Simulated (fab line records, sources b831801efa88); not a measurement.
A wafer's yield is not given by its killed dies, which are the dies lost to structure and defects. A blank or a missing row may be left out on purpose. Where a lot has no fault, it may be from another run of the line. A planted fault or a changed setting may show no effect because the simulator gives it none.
Which tool was responsible? :: flow gf180mcu :: 6 lots, 18 wafers sampled, at 3 steps of a route of 602

== WHAT EACH GAUGE READ, for each wafer ==
GF_V5_THK_MEAS_25: measures by xrf.
lot: L347
measured: day 28 11:23
on: film metro-02
V5_W_THK (nm): 345 340 337

lot: L348
measured: day 29 05:28
on: film metro-02
V5_W_THK (nm): 343 343 341

lot: L359
measured: day 31 19:49
on: film metro-03
V5_W_THK (nm): 338 340 334

lot: L363
measured: day 32 18:05
on: film metro-03
V5_W_THK (nm): 344 348 346

lot: L365
measured: day 33 10:17
on: film metro-03
V5_W_THK (nm): 342 340 337

lot: L369
measured: day 34 05:07
on: film metro-03
V5_W_THK (nm): 341 340 345

== TOOL THAT RAN EACH LOT (tool first, then ch and the chambers of the sampled wafers, then the start) ==
lot: L347
GF_V3_CMP_04: cmp-01 ch 0,1, day 22 15:33
GF_M5_STRIP_11: plasma asher-04 ch 0,1, day 27 12:43

lot: L348
GF_V3_CMP_04: cmp-02 ch 0,2,3, day 23 10:43
GF_M5_STRIP_11: plasma asher-01 ch 0,1, day 28 06:47

lot: L359
GF_V3_CMP_04: cmp-02 ch 0,3, day 26 12:19
GF_M5_STRIP_11: plasma asher-03 ch 0, day 30 23:07

lot: L363
GF_V3_CMP_04: cmp-01 ch 1,2,3, day 27 13:59
GF_M5_STRIP_11: plasma asher-04 ch 0,1, day 31 21:43

lot: L365
GF_V3_CMP_04: cmp-02 ch 1,2,3, day 28 10:02
GF_M5_STRIP_11: plasma asher-04 ch 0, day 32 14:16

lot: L369
GF_V3_CMP_04: cmp-01 ch 2,3, day 29 10:49
GF_M5_STRIP_11: plasma asher-03 ch 0,1, day 33 10:46
- GF_V3_CMP_04: polishes SiO2.
- GF_M5_STRIP_11: strips in O2/N2.

== THE ANSWER, worked out from the rows above alone ==
Rule: the usual values come from the lots themselves. Put in order of their means at a reading, lots are off if they are a third of the lots or fewer, leave a main group of 4 or more, and stand apart from it by a gap of 3 or more times the standard deviation of the main group's means; of several such gaps the widest counts. If all means in a main group match to the digits the tables above print for the reading, that group is not used. A lot without any number at a reading at which 4 lots or more have one is off too. The other lots that the step has rows for count as sound.
No lot is off at any reading shown: from this, nothing can be told.

== WHAT THE SIMULATOR HAD INSERTED ==
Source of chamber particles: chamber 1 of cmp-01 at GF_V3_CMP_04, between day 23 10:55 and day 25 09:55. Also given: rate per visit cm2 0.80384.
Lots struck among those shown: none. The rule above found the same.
